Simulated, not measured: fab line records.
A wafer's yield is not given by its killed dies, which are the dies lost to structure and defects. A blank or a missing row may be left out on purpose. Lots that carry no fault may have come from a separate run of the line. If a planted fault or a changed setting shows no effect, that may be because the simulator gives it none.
Which tool was responsible? || flow gf180mcu || 42 wafers from 14 lots sampled at 5 of the route's 602 steps

## WHAT EACH GAUGE READ, for each wafer
GF_HV_LDD_TW_MEAS_23. Usual: HV_LDD_2_TW typically reads 1057, with standard deviation 7.4.
{"lot": "L781", "measured": "day 10 17:33", "on": "film metro-01", "HV_LDD_2_TW": "1064 1059 1066", "flag": ""}
{"lot": "L783", "measured": "day 11 08:49", "on": "film metro-01", "HV_LDD_2_TW": "1065 1071 1065", "flag": ""}
{"lot": "L784", "measured": "day 11 17:32", "on": "film metro-04", "HV_LDD_2_TW": "1050 1049 1046", "flag": ""}
{"lot": "L785", "measured": "day 12 00:43", "on": "film metro-04", "HV_LDD_2_TW": "1057 1047 1052", "flag": ""}
{"lot": "L786", "measured": "day 12 09:22", "on": "film metro-04", "HV_LDD_2_TW": "1050 1048 1053", "flag": ""}
{"lot": "L787", "measured": "day 12 18:42", "on": "film metro-01", "HV_LDD_2_TW": "1065 1069 1062", "flag": ""}
{"lot": "L788", "measured": "day 13 01:31", "on": "film metro-01", "HV_LDD_2_TW": "1067 1059 1061", "flag": ""}
{"lot": "L789", "measured": "day 13 09:05", "on": "film metro-04", "HV_LDD_2_TW": "1052 1052 1055", "flag": ""}
{"lot": "L791", "measured": "day 14 01:01", "on": "film metro-01", "HV_LDD_2_TW": "1070 1064 1063", "flag": ""}
{"lot": "L794", "measured": "day 15 00:05", "on": "film metro-04", "HV_LDD_2_TW": "1041 1051 1053", "flag": ""}
{"lot": "L796", "measured": "day 15 12:47", "on": "film metro-04", "HV_LDD_2_TW": "1043 1042 1050", "flag": ""}
{"lot": "L797", "measured": "day 15 22:17", "on": "film metro-03", "HV_LDD_2_TW": "1051 1053 1053", "flag": ""}
{"lot": "L800", "measured": "day 16 18:05", "on": "film metro-01", "HV_LDD_2_TW": "1061 1065 1058", "flag": ""}
{"lot": "L802", "measured": "day 17 11:43", "on": "film metro-03", "HV_LDD_2_TW": "1057 1059 1057", "flag": ""}

GF_HV_LDD_THK_MEAS_57. Usual: HV_LDD_CVD_56_THK typically reads 90.1 nm, with standard deviation 0.82.
{"lot": "L781", "measured": "day 12 11:10", "on": "film metro-04", "HV_LDD_CVD_56_THK (nm)": "91.6 91.7 92.5", "flag": ""}
{"lot": "L783", "measured": "day 13 03:14", "on": "film metro-03", "HV_LDD_CVD_56_THK (nm)": "89.4 90.1 89.9", "flag": ""}
{"lot": "L784", "measured": "day 13 12:16", "on": "film metro-03", "HV_LDD_CVD_56_THK (nm)": "89.3 89.4 89.6", "flag": ""}
{"lot": "L785", "measured": "day 13 19:57", "on": "film metro-01", "HV_LDD_CVD_56_THK (nm)": "89.6 88.9 89.3", "flag": ""}
{"lot": "L786", "measured": "day 14 06:26", "on": "film metro-03", "HV_LDD_CVD_56_THK (nm)": "90.9 90.4 91.2", "flag": ""}
{"lot": "L787", "measured": "day 14 15:29", "on": "film metro-04", "HV_LDD_CVD_56_THK (nm)": "89.4 89.9 90.0", "flag": ""}
{"lot": "L788", "measured": "day 15 00:05", "on": "film metro-03", "HV_LDD_CVD_56_THK (nm)": "90.0 90.5 89.1", "flag": ""}
{"lot": "L789", "measured": "day 15 06:44", "on": "film metro-01", "HV_LDD_CVD_56_THK (nm)": "91.2 91.3 89.8", "flag": ""}
{"lot": "L791", "measured": "day 15 23:16", "on": "film metro-04", "HV_LDD_CVD_56_THK (nm)": "90.1 90.0 90.6", "flag": ""}
{"lot": "L794", "measured": "day 16 23:44", "on": "film metro-01", "HV_LDD_CVD_56_THK (nm)": "89.0 89.3 89.1", "flag": ""}
{"lot": "L796", "measured": "day 17 14:45", "on": "film metro-04", "HV_LDD_CVD_56_THK (nm)": "89.4 90.0 89.6", "flag": ""}
{"lot": "L797", "measured": "day 17 23:19", "on": "film metro-03", "HV_LDD_CVD_56_THK (nm)": "91.2 90.0 90.3", "flag": ""}
{"lot": "L800", "measured": "day 18 20:08", "on": "film metro-03", "HV_LDD_CVD_56_THK (nm)": "90.1 89.3 89.6", "flag": ""}
{"lot": "L802", "measured": "day 19 15:26", "on": "film metro-01", "HV_LDD_CVD_56_THK (nm)": "89.4 89.3 90.4", "flag": ""}

GF_PSD_OVL_MEAS_08. Usual: PSD_OVL typically reads 0.7 nm, with standard deviation 1.3.
{"lot": "L781", "measured": "day 14 03:50", "on": "overlay-01", "PSD_OVL (nm)": "2.8 4.2 2.3", "flag": ""}
{"lot": "L783", "measured": "day 14 21:21", "on": "overlay-02", "PSD_OVL (nm)": "0.6 2.8 1.7", "flag": ""}
{"lot": "L784", "measured": "day 15 06:35", "on": "overlay-02", "PSD_OVL (nm)": "-1.9 -1.2 -1.7", "flag": ""}
{"lot": "L785", "measured": "day 15 14:44", "on": "overlay-02", "PSD_OVL (nm)": "2.6 1.5 0.4", "flag": ""}
{"lot": "L786", "measured": "day 16 01:59", "on": "overlay-01", "PSD_OVL (nm)": "0.5 0.2 1.4", "flag": ""}
{"lot": "L787", "measured": "day 16 11:43", "on": "overlay-02", "PSD_OVL (nm)": "1.2 0.7 1.4", "flag": ""}
{"lot": "L788", "measured": "day 16 20:40", "on": "overlay-02", "PSD_OVL (nm)": "-0.4 -0.8 -0.9", "flag": ""}
{"lot": "L789", "measured": "day 17 03:52", "on": "overlay-02", "PSD_OVL (nm)": "0.2 3.2 0.1", "flag": ""}
{"lot": "L791", "measured": "day 17 21:19", "on": "overlay-01", "PSD_OVL (nm)": "0.8 1.8 3.3", "flag": ""}
{"lot": "L794", "measured": "day 18 22:56", "on": "overlay-01", "PSD_OVL (nm)": "0.9 1.1 1.2", "flag": ""}
{"lot": "L796", "measured": "day 19 14:14", "on": "overlay-01", "PSD_OVL (nm)": "0.1 0.8 1.2", "flag": ""}
{"lot": "L797", "measured": "day 20 00:53", "on": "overlay-02", "PSD_OVL (nm)": "1.8 -2.1 1.5", "flag": ""}
{"lot": "L800", "measured": "day 20 21:42", "on": "overlay-01", "PSD_OVL (nm)": "2.3 0.9 0.0", "flag": ""}
{"lot": "L802", "measured": "day 21 15:25", "on": "overlay-01", "PSD_OVL (nm)": "1.8 0.2 1.4", "flag": ""}

GF_SAB_CD_MEAS_09 targets a cd of 420 nm. Usual: cd nm reads 420.4 nm (standard deviation 2).
{"lot": "L781", "measured": "day 15 01:18", "on": "cd sem-01", "cd nm (nm)": "423.4 420.9 421.6", "flag": ""}
{"lot": "L783", "measured": "day 15 19:07", "on": "cd sem-01", "cd nm (nm)": "419.0 420.8 420.6", "flag": ""}
{"lot": "L784", "measured": "day 16 05:32", "on": "cd sem-02", "cd nm (nm)": "421.5 421.3 418.9", "flag": ""}
{"lot": "L785", "measured": "day 16 13:44", "on": "cd sem-01", "cd nm (nm)": "421.1 420.0 416.6", "flag": ""}
{"lot": "L786", "measured": "day 17 00:28", "on": "cd sem-01", "cd nm (nm)": "421.6 421.6 420.7", "flag": ""}
{"lot": "L787", "measured": "day 17 11:00", "on": "cd sem-01", "cd nm (nm)": "423.7 425.3 423.8", "flag": ""}
{"lot": "L788", "measured": "day 17 20:40", "on": "cd sem-02", "cd nm (nm)": "417.8 418.3 420.0", "flag": ""}
{"lot": "L789", "measured": "day 18 03:53", "on": "cd sem-02", "cd nm (nm)": "418.6 419.2 418.2", "flag": ""}
{"lot": "L791", "measured": "day 18 21:50", "on": "cd sem-01", "cd nm (nm)": "419.2 420.1 420.6", "flag": ""}
{"lot": "L794", "measured": "day 19 23:57", "on": "cd sem-02", "cd nm (nm)": "420.2 419.6 418.2", "flag": ""}
{"lot": "L796", "measured": "day 20 14:59", "on": "cd sem-01", "cd nm (nm)": "418.9 418.1 264.1", "flag": "OFF"}
{"lot": "L797", "measured": "day 21 01:26", "on": "cd sem-01", "cd nm (nm)": "420.2 265.7 421.4", "flag": "OFF"}
{"lot": "L800", "measured": "day 21 21:47", "on": "cd sem-01", "cd nm (nm)": "420.0 421.5 420.8", "flag": ""}
{"lot": "L802", "measured": "day 22 15:13", "on": "cd sem-01", "cd nm (nm)": "420.5 417.7 420.1", "flag": ""}

## EACH LOT AND THE TOOL THAT RAN IT (in order: tool; ch and the chambers of the sampled wafers; start)
{"lot": "L781", "GF_SAB_EXPOSE_06": "iline stepper-01 ch 0, day 14 15:11"}
{"lot": "L783", "GF_SAB_EXPOSE_06": "iline stepper-02 ch 0, day 15 08:25"}
{"lot": "L784", "GF_SAB_EXPOSE_06": "iline stepper-02 ch 0, day 15 18:38"}
{"lot": "L785", "GF_SAB_EXPOSE_06": "iline stepper-01 ch 0, day 16 02:58"}
{"lot": "L786", "GF_SAB_EXPOSE_06": "iline stepper-01 ch 0, day 16 13:28"}
{"lot": "L787", "GF_SAB_EXPOSE_06": "iline stepper-01 ch 0, day 16 23:35"}
{"lot": "L788", "GF_SAB_EXPOSE_06": "iline stepper-02 ch 0, day 17 09:02"}
{"lot": "L789", "GF_SAB_EXPOSE_06": "iline stepper-02 ch 0, day 17 16:17"}
{"lot": "L791", "GF_SAB_EXPOSE_06": "iline stepper-02 ch 0, day 18 09:40"}
{"lot": "L794", "GF_SAB_EXPOSE_06": "iline stepper-02 ch 0, day 19 11:55"}
{"lot": "L796", "GF_SAB_EXPOSE_06": "iline stepper-02 ch 0, day 20 02:49"}
{"lot": "L797", "GF_SAB_EXPOSE_06": "iline stepper-02 ch 0, day 20 13:11"}
{"lot": "L800", "GF_SAB_EXPOSE_06": "iline stepper-01 ch 0, day 21 10:11"}
{"lot": "L802", "GF_SAB_EXPOSE_06": "iline stepper-01 ch 0, day 22 04:19"}
- GF_SAB_EXPOSE_06: exposes mask SAB, target cd 420 nm.

## AS READ BY THE TOOLS THEMSELVES (means over the sampled wafers that have a number; for cases with no such wafer, the mark the record gives instead)
The record holds no such reading with a usual standard deviation.

## THE ANSWER, worked out from the rows above alone
Rule: lot off if the mean of its wafers having a number is beyond 3 standard deviations from the usual mean. A lot without any number at a reading at which 4 lots or more have one is off too. All remaining lots with rows at the step are treated as sound. Order of review: gauges by route order, followed by the tools' own readings, for which a lot's mean as printed above is used. At the first step where some lot is off, the reading lying furthest off is the one used; lots without a number count as furthest.
Off: L796, L797, at GF_SAB_CD_MEAS_09 (cd nm).
A tool fits if, at a process step before that reading, it ran every lot that is off, and no sound lot after the first of them. Those tools and the gauges at GF_SAB_CD_MEAS_09 are tried in the same way. One candidate fits, namely iline stepper-02 at GF_SAB_EXPOSE_06. Its last sound lot is L794 (day 19 11:55), its first lot that is off L796 (day 20 02:49): a fault that began between those two fits.

## WHAT THE SIMULATOR PUT IN
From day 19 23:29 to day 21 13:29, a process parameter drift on iline stepper-02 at GF_SAB_EXPOSE_06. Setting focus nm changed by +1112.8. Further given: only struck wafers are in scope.
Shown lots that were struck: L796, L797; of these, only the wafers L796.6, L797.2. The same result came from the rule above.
